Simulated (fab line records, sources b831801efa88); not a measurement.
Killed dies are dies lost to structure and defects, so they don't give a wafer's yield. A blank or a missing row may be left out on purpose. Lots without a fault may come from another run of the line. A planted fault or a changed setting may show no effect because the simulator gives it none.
A struck lot beside a sound one | flow sky130 | 15 steps out of a route of 708
Sound: wafers L132.1, L132.3, L132.5. Struck: wafers L123.1, L123.4, L123.5. The cause comes at the end.
At each step with rows: each side's tool, then ch and its chambers, then its first start. Under that, the readings that differ: sound wafers | struck wafers | difference of the means | sigmas: that difference in standard deviations of wafers without a fault.
alike: readings whose means differ by less than 2 such deviations, and words and numbers that are the same on both sides. not compared: withheld readings, readings that some wafer has no value for, bounds like >300 that may hide the same value, and numbers for which the record gives no deviation and whose values overlap.
The two part at a step that has a row with sigmas, a row that says differs or no value, or rows on one side only. Numbers that don't overlap but have no deviation are shown without sigmas and don't part them. A reading that every wafer of one side lacks parts them only if that side has two wafers or more.

first, 6 steps without rows for these wafers: SKY_GATE_OXIDE_HMDS_04 (prime time 60 s); SKY_GATE_OXIDE_COAT_05 (resist thk 1140 nm); SKY_GATE_OXIDE_SOFTBAKE_06 (time 60 s); SKY_GATE_OXIDE_EXPOSE_07 (exposes mask LVOM, target cd 600 nm); SKY_GATE_OXIDE_PEB_08; SKY_GATE_OXIDE_DEVELOP_09 (develop time 60 s).
SKY_GATE_OXIDE_OVL_MEAS_10:
  sound on overlay-01, day 21 02:02; struck on overlay-02, day 18 02:16
  alike: GATE_OXIDE_OVL
then, 2 steps without rows for these wafers: SKY_GATE_OXIDE_IMPLANT_11; SKY_GATE_OXIDE_WET_ETCH_12 (etches SiO2 in dHF, target depth 16.8 nm, time 319.8 s).
SKY_GATE_OXIDE_STRIP_13: strips in O2/N2.
  sound on plasma_asher-03 ch 0,1, day 21 02:20; struck on plasma_asher-03 ch 0,1, day 18 02:34
  alike: drypump_motor_current_A, oes_product_au, strip_time_to_endpoint_s
  not compared: rf_hours_counter_h
SKY_GATE_OXIDE_TW_MEAS_14:
  sound on film_metro-04, day 21 02:26; struck on film_metro-03, day 18 02:40
  alike: GATE_OXIDE_TW
then, 1 step without rows for these wafers: SKY_GATE_OXIDE_CLEAN_15 (cleans in SC1/SC2, time 150 s).
SKY_GATE_OXIDE_OXIDATION_16: stabilise 600 s, purge 300 s, target thk 3.57 nm.
  sound on furnace-01 ch 0, day 21 02:41; struck on furnace-02 ch 0, day 18 03:27
  reading                                           | sound             | struck            | difference | sigmas
  model.SiO2_of_GATE_OXIDE_OXIDATION_01.thk_nm (nm) | 11.69 11.47 11.66 | 12.95 12.88 12.94 | +1.32      |
  alike: spike_tc_top_C
then, 1 step without rows for these wafers: SKY_POLY_GATE_CVD_00 (deposits poly-Si, target thk 180 nm, time 720 s).
-- the record jumps here: 31 days lie between the struck wafers' starts before and after (it left off in module POLY_GATE and takes up again in module PAD_OPEN, whose first step shown is number 708 of the route) --
SKY_PAD_OPEN_PROBE_99:
  sound on prober-01, day 50 22:17; struck on prober-02, day 48 18:13
  reading                                  | sound                         | struck                        | difference | sigmas
  model.etest.nfet_16v.r_on_ohm_um         | 1.437e+04 1.417e+04 1.435e+04 | 1.536e+04 1.508e+04 1.535e+04 | +9.667e+02 |
  model.etest.pfet_01v8.r_on_ohm_um        | 2905 2925 2926                | 3496 3413 3501                | +551       |
  model.etest.tip_sonos.rs_ohm_sq          | 2611 2529 2585                | 3055 3029 3043                | +467       |
  model.etest.nfet_01v8.r_on_ohm_um        | 844.7 835.4 831.8             | 1152 1106 1146                | +297       |
  model.etest.pfet_g5v0d10v5.r_on_ohm_um   | 4757 4737 4746                | 5018 4910 5051                | +246       |
  model.etest.tip_p.rs_ohm_sq              | 6907 6916 6916                | 7073 7005 7000                | +113       |
  model.etest.nfet_01v8_lvt.drive_ua_um    | 571 569.5 574.4               | 383.1 393.9 388.3             | -183.2     |
  model.etest.nfet_01v8_turned.drive_ua_um | 496.9 497.2 501.8             | 316.1 325.5 321.6             | -177.6     |
  alike: killed_at_M0_to_M3, killed_at_M4_up, killed_at_contacts, killed_at_front_end, killed_at_other, killed_dies, killed_on_rim, killed_open, killed_short

WHERE THEY PART
Nowhere in this record.

WHY: what the simulator had put in
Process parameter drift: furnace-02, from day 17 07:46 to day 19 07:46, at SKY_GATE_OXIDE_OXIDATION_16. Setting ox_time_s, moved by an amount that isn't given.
